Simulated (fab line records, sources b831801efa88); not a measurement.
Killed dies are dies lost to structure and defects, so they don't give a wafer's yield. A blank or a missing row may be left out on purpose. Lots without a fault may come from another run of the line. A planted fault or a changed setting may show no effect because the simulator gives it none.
A struck lot beside a sound one | flow sky130 | 22 steps out of a route of 708
Sound: wafers L168.1, L168.3, L168.5. Struck: wafers L176.1, L176.2, L176.4. The cause comes at the end.
At each step with rows: each side's tool, then ch and its chambers, then its first start. Under that, the readings that differ: sound wafers | struck wafers | difference of the means | sigmas: that difference in standard deviations of wafers without a fault.
alike: readings whose means differ by less than 2 such deviations, and words and numbers that are the same on both sides. not compared: withheld readings, readings that some wafer has no value for, bounds like >300 that may hide the same value, and numbers for which the record gives no deviation and whose values overlap.
The two part at a step that has a row with sigmas, a row that says differs or no value, or rows on one side only. Numbers that don't overlap but have no deviation are shown without sigmas and don't part them. A reading that every wafer of one side lacks parts them only if that side has two wafers or more.

first, 1 step without rows for these wafers: SKY_NWELL_DEVELOP_22 (develop time 60 s).
SKY_NWELL_OVL_MEAS_23:
  sound on overlay-01, day 7 13:32; struck on overlay-02, day 9 15:05
  alike: NWELL_01_OVL
then, 1 step without rows for these wafers: SKY_NWELL_IMPLANT_24.
SKY_NWELL_STRIP_25: strips in O2/N2.
  sound on plasma_asher-01 ch 0,1, day 7 13:43; struck on plasma_asher-01 ch 0,1, day 9 15:16
  alike: drypump_motor_current_A, oes_product_au, strip_time_to_endpoint_s
  not compared: rf_hours_counter_h
SKY_NWELL_TW_MEAS_26:
  sound on film_metro-02, day 7 13:49; struck on film_metro-01, day 9 15:22
  alike: NWELL_2_TW
then, 1 step without rows for these wafers: SKY_NWELL_CLEAN_27 (cleans in SC1/SC2, time 150 s).
SKY_NWELL_RTA_28: time 30 s.
  sound on rtp_anneal-02 ch 0, day 7 13:56; struck on rtp_anneal-02 ch 0, day 9 15:32
  alike: lamp_power_pct, wafer_temp_C_max
SKY_NWELL_RS_MEAS_29: measures by four-point-probe.
  sound on film_metro-03, day 7 14:02; struck on film_metro-03, day 9 15:38
  alike: NWELL_RS
SKY_NWELL_RS_MEAS_31: measures by four-point-probe.
  sound on film_metro-03, day 7 14:16; struck on film_metro-03, day 9 15:53
  alike: PWDE_RS
then, 2 steps without rows for these wafers: SKY_VT_ADJUST_HVTP_DEHYDRATE_00 (time 60 s); SKY_VT_ADJUST_HVTP_HMDS_01 (prime time 60 s).
SKY_VT_ADJUST_HVTP_COAT_02: resist thk 1140 nm.
  sound on litho_track-04 ch 0, day 8 00:05; struck on litho_track-04 ch 0, day 10 02:47
  reading                                             | sound                | struck               | difference | sigmas
  spin_speed_rpm (rpm)                                | 2998.0 2997.8 2999.9 | 3103.0 3099.2 3102.9 | +103.1     | +54
  model.NOVOLAK_of_VT_ADJUST_HVTP_COAT_02.thk_nm (nm) | 1144 1146 1141       | 1122 1122 1119       | -23        |
then, 3 steps without rows for these wafers: SKY_VT_ADJUST_HVTP_SOFTBAKE_03 (time 60 s); SKY_VT_ADJUST_HVTP_EXPOSE_04 (exposes mask HVTPM, target cd 380 nm); SKY_VT_ADJUST_HVTP_PEB_05.
SKY_VT_ADJUST_HVTP_DEVELOP_06: develop time 60 s.
  sound on litho_track-02 ch 0, day 8 10:25; struck on litho_track-04 ch 0, day 10 13:50
  reading                                             | sound          | struck         | difference | sigmas
  model.NOVOLAK_of_VT_ADJUST_HVTP_COAT_02.thk_nm (nm) | 1144 1146 1140 | 1122 1122 1119 | -22        |
SKY_VT_ADJUST_HVTP_CD_MEAS_07: target cd 380 nm.
  sound on cd_sem-02, day 8 10:34; struck on cd_sem-02, day 10 13:59
  alike: cd_nm
SKY_VT_ADJUST_HVTP_OVL_MEAS_08:
  sound on overlay-02, day 8 10:41; struck on overlay-01, day 10 14:07
  alike: VT_ADJUST_HVTP_OVL
then, 1 step without rows for these wafers: SKY_VT_ADJUST_HVTP_IMPLANT_09.
SKY_VT_ADJUST_HVTP_STRIP_10: strips in O2/N2.
  sound on plasma_asher-03 ch 0,1, day 8 10:53; struck on plasma_asher-01 ch 0,1, day 10 14:17
  reading                      | sound             | struck            | difference | sigmas
  strip_time_to_endpoint_s (s) | 14.20 14.25 14.20 | 13.95 13.97 13.94 | -0.26      | -8
  alike: drypump_motor_current_A, oes_product_au
  not compared: rf_hours_counter_h
SKY_VT_ADJUST_HVTP_TW_MEAS_11:
  sound on film_metro-04, day 8 10:59; struck on film_metro-04, day 10 14:23
  alike: VT_ADJUST_HVTP_TW
SKY_PAD_OPEN_PROBE_99:
  the record has rows for the sound wafers here (prober-02, day 48 03:45) and none for the struck ones

WHERE THEY PART
First at SKY_VT_ADJUST_HVTP_COAT_02; last, within this record, at SKY_PAD_OPEN_PROBE_99.

WHY: what the simulator had put in
Process parameter drift: litho_track-04, from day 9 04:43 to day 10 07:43, at SKY_VT_ADJUST_HVTP_COAT_02. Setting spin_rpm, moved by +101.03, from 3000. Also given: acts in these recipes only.
